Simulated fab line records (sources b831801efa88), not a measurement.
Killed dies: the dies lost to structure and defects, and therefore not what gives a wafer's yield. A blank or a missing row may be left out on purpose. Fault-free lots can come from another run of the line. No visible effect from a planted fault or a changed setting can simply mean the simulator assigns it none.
A struck lot beside a sound one | flow sky130 | 16 out of 708 route steps
Sound: wafers L862.1, L862.4, L862.5. Wafers L872.1, L872.3, L872.4 were the ones struck. At the end, the cause is stated.
Per side, at each step with rows, come the tool, then ch with its chambers, and then its first start. Under that, the readings that differ: sound wafers | struck wafers | difference of the means | sigmas: that difference in standard deviations of wafers without a fault.
alike: readings whose means differ by less than 2 such deviations, and words and numbers that are the same on both sides. not compared: withheld readings, readings that some wafer has no value for, bounds like >300 that may hide the same value, and numbers for which the record gives no deviation and whose values overlap.
The two part at a step that has a row with sigmas, a row that says differs or no value, or rows on one side only. Numbers that have no deviation but don't overlap get no sigmas and don't part them. Lack of a reading on every wafer of one side parts them only where that side has two or more wafers.

first, 1 step without rows for these wafers: SKY_LDD_N_IMPLANT_15.
SKY_LDD_N_STRIP_16: strips in O2/N2.
  sound on plasma_asher-03 ch 0,1, day 19 11:11; struck on plasma_asher-01 ch 0,1, day 22 09:11
  reading               | sound             | struck            | difference | sigmas
  oes_product_au (a.u.) | 0.398 0.401 0.405 | 0.413 0.414 0.406 | +0.010     | +2
  alike: drypump_motor_current_A, strip_time_to_endpoint_s
  not compared: rf_hours_counter_h
SKY_LDD_N_TW_MEAS_17:
  sound: film_metro-01 at day 19 11:17; struck: film_metro-02 at day 22 09:17
  alike: LDD_N_TW
then, 7 steps without rows for these wafers: SKY_LDD_P_DEHYDRATE_00 (time 60 s); SKY_LDD_P_HMDS_01 (prime time 60 s); SKY_LDD_P_COAT_02 (resist thk 1140 nm); SKY_LDD_P_SOFTBAKE_03 (time 60 s); SKY_LDD_P_EXPOSE_04 (exposes mask PSDM, target cd 380 nm); SKY_LDD_P_PEB_05; SKY_LDD_P_DEVELOP_06 (develop time 60 s).
SKY_LDD_P_CD_MEAS_07: target cd 380 nm.
  sound: cd_sem-01 at day 20 18:11; struck: cd_sem-02 at day 23 15:14
  alike: cd_nm
SKY_LDD_P_OVL_MEAS_08:
  sound: overlay-01 at day 20 18:19; struck: overlay-01 at day 23 15:22
  alike: LDD_P_OVL
SKY_LDD_P_IMPLANT_09:
  sound on implanter-04 ch 0, day 20 18:29; struck on implanter-02 ch 0, day 23 15:24
  reading                   | sound             | struck            | difference | sigmas
  implant_ion_amu           | 49 49 49          | 75 75 75          | +26        |
  model.implant.drp_nm (nm) | 11.41 11.41 11.41 | 8.431 8.431 8.431 | -2.979     |
  model.implant.rp_nm (nm)  | 20.82 20.82 20.82 | 18.38 18.38 18.38 | -2.44      |
SKY_LDD_P_STRIP_10: strips in O2/N2.
  sound on plasma_asher-02 ch 0,1, day 20 18:38; struck on plasma_asher-04 ch 0,1, day 23 15:33
  reading                      | sound             | struck            | difference | sigmas
  strip_time_to_endpoint_s (s) | 14.21 14.20 14.21 | 14.13 14.12 14.16 | -0.07      | -2
  alike: drypump_motor_current_A, oes_product_au
  not compared: rf_hours_counter_h
SKY_LDD_P_TW_MEAS_11:
  sound: film_metro-04 at day 20 18:44; struck: film_metro-04 at day 23 15:39
  reading  | sound       | struck         | difference | sigmas
  LDD_P_TW | 654 654 654 | 1076 1077 1081 | +424       | +43
then, 1 step without rows for these wafers: SKY_LDD_HVN_DEHYDRATE_00 (time 60 s).

== WHERE THEY PART ==
Earliest at SKY_LDD_N_STRIP_16; latest, in this record, at SKY_LDD_P_TW_MEAS_11.

WHY: what the simulator had put in
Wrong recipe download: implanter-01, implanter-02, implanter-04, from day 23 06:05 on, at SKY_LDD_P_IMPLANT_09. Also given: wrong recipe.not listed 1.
